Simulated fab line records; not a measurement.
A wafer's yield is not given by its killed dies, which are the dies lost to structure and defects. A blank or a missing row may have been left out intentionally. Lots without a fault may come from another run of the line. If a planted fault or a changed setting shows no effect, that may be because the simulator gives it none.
Check for tools in common :: flow gf180mcu :: 14 lots and 42 wafers in the sample

WHAT PROMPTED THE OPENING
2 of 14 lots carry a flag on the reading HV_LDD_TW at GF_HV_LDD_TW_MEAS_11. Wafers without a fault read 2402, standard deviation 24.
Rule: a lot gets a flag if all its wafers with a number sit over 4 standard deviations from that mean, or if no wafer of it has a number. The other lots count as sound.

lot: L716
measured: day 10 18:56
on: film-metro-04
HV_LDD_TW, wafer by wafer: 2392 2389 2385
flag: 

lot: L717
measured: day 11 03:47
on: film-metro-04
HV_LDD_TW, wafer by wafer: 2392 2385 2388
flag: 

lot: L718
measured: day 11 09:12
on: film-metro-01
HV_LDD_TW, wafer by wafer: 2869 2878 2867
flag: FLAGGED

lot: L719
measured: day 11 19:13
on: film-metro-03
HV_LDD_TW, wafer by wafer: 2379 2391 2385
flag: 

lot: L724
measured: day 13 03:44
on: film-metro-01
HV_LDD_TW, wafer by wafer: 2889 2889 2897
flag: FLAGGED

lot: L725
measured: day 13 09:11
on: film-metro-01
HV_LDD_TW, wafer by wafer: 2441 2453 2434
flag: 

lot: L729
measured: day 14 17:26
on: film-metro-03
HV_LDD_TW, wafer by wafer: 2364 2380 2368
flag: 

lot: L730
measured: day 15 00:43
on: film-metro-01
HV_LDD_TW, wafer by wafer: 2444 2439 2441
flag: 

lot: L731
measured: day 15 05:20
on: film-metro-03
HV_LDD_TW, wafer by wafer: 2377 2387 2391
flag: 

lot: L732
measured: day 15 12:59
on: film-metro-03
HV_LDD_TW, wafer by wafer: 2378 2382 2378
flag: 

lot: L733
measured: day 16 02:16
on: film-metro-03
HV_LDD_TW, wafer by wafer: 2400 2396 2384
flag: 

lot: L735
measured: day 16 10:53
on: film-metro-01
HV_LDD_TW, wafer by wafer: 2441 2416 2432
flag: 

lot: L736
measured: day 16 22:43
on: film-metro-03
HV_LDD_TW, wafer by wafer: 2403 2376 2385
flag: 

lot: L737
measured: day 17 05:09
on: film-metro-01
HV_LDD_TW, wafer by wafer: 2438 2440 2449
flag: 
The numbers of the flagged lots are 2882 on average: +480 against the usual, or +20 standard deviations.

WHICH TOOL EACH LOT WENT THROUGH
The record keeps 1 process step preceding the reading, out of 602 steps on the route. Each cell gives the tool, then ch followed by the chambers the sampled wafers passed through, then the start.
lot: L716
flag: 
GF_HV_LDD_IMPLANT_09: implanter-01 ch 0, day 10 18:42

lot: L717
flag: 
GF_HV_LDD_IMPLANT_09: implanter-02 ch 0, day 11 03:34

lot: L718
flag: FLAGGED
GF_HV_LDD_IMPLANT_09: implanter-04 ch 0, day 11 08:39

lot: L719
flag: 
GF_HV_LDD_IMPLANT_09: implanter-04 ch 0, day 11 18:58

lot: L724
flag: FLAGGED
GF_HV_LDD_IMPLANT_09: implanter-01 ch 0, day 13 03:08

lot: L725
flag: 
GF_HV_LDD_IMPLANT_09: implanter-01 ch 0, day 13 08:56

lot: L729
flag: 
GF_HV_LDD_IMPLANT_09: implanter-02 ch 0, day 14 17:11

lot: L730
flag: 
GF_HV_LDD_IMPLANT_09: implanter-02 ch 0, day 15 00:31

lot: L731
flag: 
GF_HV_LDD_IMPLANT_09: implanter-02 ch 0, day 15 05:06

lot: L732
flag: 
GF_HV_LDD_IMPLANT_09: implanter-02 ch 0, day 15 12:44

lot: L733
flag: 
GF_HV_LDD_IMPLANT_09: implanter-01 ch 0, day 16 02:02

lot: L735
flag: 
GF_HV_LDD_IMPLANT_09: implanter-01 ch 0, day 16 10:40

lot: L736
flag: 
GF_HV_LDD_IMPLANT_09: implanter-02 ch 0, day 16 22:28

lot: L737
flag: 
GF_HV_LDD_IMPLANT_09: implanter-01 ch 0, day 17 04:55
What is done by these steps:
- GF_HV_LDD_IMPLANT_09
- GF_HV_LDD_TW_MEAS_11

FLAGGED AGAINST TOTAL, ONE TOOL AT A TIME (gauges that did the reading follow at the end)
step: GF_HV_LDD_IMPLANT_09
tool: implanter-01
lots run: 6
flagged: 1
share of the flagged lots: some
sound lots run after its first flagged lot: 4 (L725,L733,L735,L737)

step: GF_HV_LDD_IMPLANT_09
tool: implanter-02
lots run: 6
flagged: 0
share of the flagged lots: none
sound lots run after its first flagged lot: -

step: GF_HV_LDD_IMPLANT_09
tool: implanter-04
lots run: 2
flagged: 1
share of the flagged lots: some
sound lots run after its first flagged lot: 1 (L719)

step: GF_HV_LDD_TW_MEAS_11
tool: film-metro-01
lots run: 6
flagged: 2
share of the flagged lots: all
sound lots run after its first flagged lot: 4 (L725,L730,L735,L737)

step: GF_HV_LDD_TW_MEAS_11
tool: film-metro-03
lots run: 6
flagged: 0
share of the flagged lots: none
sound lots run after its first flagged lot: -

step: GF_HV_LDD_TW_MEAS_11
tool: film-metro-04
lots run: 2
flagged: 0
share of the flagged lots: none
sound lots run after its first flagged lot: -

THE TABLE: WHAT IT ALLOWS
In the table, 1 row covers all flagged lots: film-metro-01 at GF_HV_LDD_TW_MEAS_11.
- film-metro-01 at GF_HV_LDD_TW_MEAS_11 ran 6 lots, 2 of them flagged. After the first flagged lot (L725, L730, L735, L737), sound lots still ran on it; a lasting fault on the whole tool would not permit that.
There is no row in the table that ran each flagged lot and no sound lot after the first.

WHAT THE SIMULATOR HAD INSERTED
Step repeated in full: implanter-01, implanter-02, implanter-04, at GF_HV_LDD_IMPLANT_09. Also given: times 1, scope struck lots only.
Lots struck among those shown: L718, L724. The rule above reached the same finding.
